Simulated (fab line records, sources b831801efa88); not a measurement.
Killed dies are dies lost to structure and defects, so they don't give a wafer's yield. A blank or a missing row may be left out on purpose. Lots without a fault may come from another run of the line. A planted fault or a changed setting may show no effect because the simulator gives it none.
Which tool did it? | flow gf180mcu | 14 lots, 41 wafers sampled, at 4 steps of a route of 602

WHAT THE GAUGES READ, wafer by wafer
GF_M3_OVL_MEAS_15. Usual: M3_OVL 3 nm, standard deviation 5.7.
lot  | measured     | on         | M3_OVL (nm) | flag
L572 | day 21 04:55 | overlay-01 | 1 -1        |
L575 | day 22 02:50 | overlay-01 | -4 4 0      |
L577 | day 22 23:32 | overlay-01 | 2 7 7       |
L578 | day 23 11:20 | overlay-02 | 1 0 -1      |
L579 | day 24 02:11 | overlay-02 | 8 5 4       |
L580 | day 24 03:07 | overlay-02 | 6 2 0       |
L581 | day 24 17:41 | overlay-01 | 5 4 6       |
L582 | day 24 23:50 | overlay-02 | 11 10 4     |
L583 | day 25 08:10 | overlay-01 | 3 4 5       |
L585 | day 25 18:16 | overlay-02 | -1 2 -5     |
L587 | day 26 10:58 | overlay-02 | 0 10 1      |
L589 | day 27 01:33 | overlay-02 | -8 -5 -10   |
L591 | day 27 18:44 | overlay-01 | -4 6 2      |
L593 | day 28 12:28 | overlay-02 | 1 -6 0      |

GF_V3_BOW_MEAS_05. Usual: V3_BOW 115 um, standard deviation 8.3.
lot  | measured     | on            | V3_BOW (um) | flag
L572 | day 21 06:11 | film_metro-02 | 107 114     |
L575 | day 22 04:07 | film_metro-04 | 119 133 121 |
L577 | day 23 00:49 | film_metro-02 | 109 104 108 |
L578 | day 23 12:41 | film_metro-03 | 112 117 109 |
L579 | day 24 03:37 | film_metro-02 | 124 116 119 |
L580 | day 24 04:31 | film_metro-04 | 113 115 123 |
L581 | day 24 18:59 | film_metro-03 | 109 115 104 |
L582 | day 25 01:20 | film_metro-02 | 119 113 121 |
L583 | day 25 09:26 | film_metro-04 | 106 106 117 |
L585 | day 25 19:32 | film_metro-04 | 123 129 139 |
L587 | day 26 12:14 | film_metro-02 | 122 103 115 |
L589 | day 27 02:52 | film_metro-04 | 110 112 113 |
L591 | day 27 20:01 | film_metro-03 | 124 126 110 |
L593 | day 28 13:44 | film_metro-03 | 110 103 113 |

WHICH TOOL RAN EACH LOT (tool, then ch and the chambers of the sampled wafers, then the start)
lot  | GF_V2_SPUTTER_22             | GF_V3_CVD_02
L572 | pvd_sputter-04, day 20 03:37 | pecvd-02 ch 0,2, day 21 05:44
L575 | pvd_sputter-04, day 21 01:46 | pecvd-02 ch 0,1,2, day 22 03:41
L577 | pvd_sputter-01, day 21 23:03 | pecvd-03 ch 0,1,2, day 23 00:22
L578 | pvd_sputter-03, day 22 11:11 | pecvd-03 ch 0,2, day 23 12:14
L579 | pvd_sputter-03, day 23 02:37 | pecvd-03 ch 0,1,2, day 24 03:10
L580 | pvd_sputter-01, day 23 03:37 | pecvd-01 ch 1,2, day 24 04:04
L581 | pvd_sputter-01, day 23 18:17 | pecvd-02 ch 1,2, day 24 18:32
L582 | pvd_sputter-04, day 24 01:04 | pecvd-01 ch 0,1,2, day 25 00:41
L583 | pvd_sputter-04, day 24 09:34 | pecvd-02 ch 0,1,2, day 25 09:00
L585 | pvd_sputter-01, day 24 20:22 | pecvd-01 ch 0,1,2, day 25 19:05
L587 | pvd_sputter-01, day 25 13:13 | pecvd-01 ch 0,1,2, day 26 11:47
L589 | pvd_sputter-04, day 26 04:17 | pecvd-01 ch 0,1,2, day 27 02:24
L591 | pvd_sputter-03, day 26 22:25 | pecvd-01 ch 0,1,2, day 27 19:33
L593 | pvd_sputter-04, day 27 16:07 | pecvd-03 ch 0,1,2, day 28 13:17
- GF_V2_SPUTTER_22: material TiN, target thk 10 nm, time 40 s.
- GF_V3_CVD_02: deposits SiO2 from TEOS, target thk 850 nm, time 94.851 s.

WHAT THE TOOLS THEMSELVES READ (means of the sampled wafers that have a number; where no wafer has one, the mark that the record gives instead)
GF_V2_SPUTTER_22. Usual: throttle_valve_pct 29.7 %, standard deviation 0.97.
lot  | tool           | throttle_valve_pct (%) | flag
L572 | pvd_sputter-04 | 30.2                   |
L575 | pvd_sputter-04 | 29.6                   |
L577 | pvd_sputter-01 | 30.1                   |
L578 | pvd_sputter-03 | 31.1                   |
L579 | pvd_sputter-03 | 29.6                   |
L580 | pvd_sputter-01 | 30.5                   |
L581 | pvd_sputter-01 | 29.5                   |
L582 | pvd_sputter-04 | 29.6                   |
L583 | pvd_sputter-04 | 29.9                   |
L585 | pvd_sputter-01 | 30.5                   |
L587 | pvd_sputter-01 | 29.2                   |
L589 | pvd_sputter-04 | 29.4                   |
L591 | pvd_sputter-03 | 30.9                   |
L593 | pvd_sputter-04 | 29.4                   |

GF_V3_CVD_02. Usual: heater_power_w 641 W, standard deviation 100; rf_fwd_power_W 596.4 W, standard deviation 2.1.
lot  | tool     | heater_power_w (W) | rf_fwd_power_W (W) | flag
L572 | pecvd-02 | 722                | 593.8              |
L575 | pecvd-02 | 610                | 595.2              |
L577 | pecvd-03 | 745                | 595.3              |
L578 | pecvd-03 | 688                | 596.1              |
L579 | pecvd-03 | 663                | 595.8              |
L580 | pecvd-01 | 585                | 597.0              |
L581 | pecvd-02 | 590                | 595.9              |
L582 | pecvd-01 | 581                | 595.9              |
L583 | pecvd-02 | 615                | 595.9              |
L585 | pecvd-01 | 597                | 596.6              |
L587 | pecvd-01 | 591                | 595.2              |
L589 | pecvd-01 | 559                | 567.0              | OFF
L591 | pecvd-01 | 532                | 563.8              | OFF
L593 | pecvd-03 | 703                | 597.7              |

THE ANSWER, worked out from the rows above alone
Rule: a lot is off if the mean of its wafers that have a number lies more than 3 standard deviations from the usual mean. A lot without any number at a reading at which 4 lots or more have one is off too. The other lots that the step has rows for count as sound. The gauges are gone through in route order, then the tools' own readings, and for those a lot's mean is taken as printed above. The first step at which some lot is off is used, and at that step the reading that is off furthest; a lot without a number counts as furthest.
Off: L589, L591, at GF_V3_CVD_02 (rf_fwd_power_W).
A tool fits if, at that step or a process step before it, it ran every lot that is off, and no sound lot after the first of them. One fits: pecvd-01 at GF_V3_CVD_02. Its last sound lot is L587 (day 26 11:47), its first lot that is off L589 (day 27 02:24): a fault that began between those two fits.
The tool's own readings at GF_V3_CVD_02 bear it out: on the lots that are off they differ by more than 5 times the standard deviation of the sound lots' means. rf_fwd_power_W reads 565.4 W there against 595.9 W on the sound lots.

WHAT THE SIMULATOR HAD PUT IN
Process parameter drift: pecvd-01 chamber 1, from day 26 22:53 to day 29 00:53, at GF_V3_CVD_02. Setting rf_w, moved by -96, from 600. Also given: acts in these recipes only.
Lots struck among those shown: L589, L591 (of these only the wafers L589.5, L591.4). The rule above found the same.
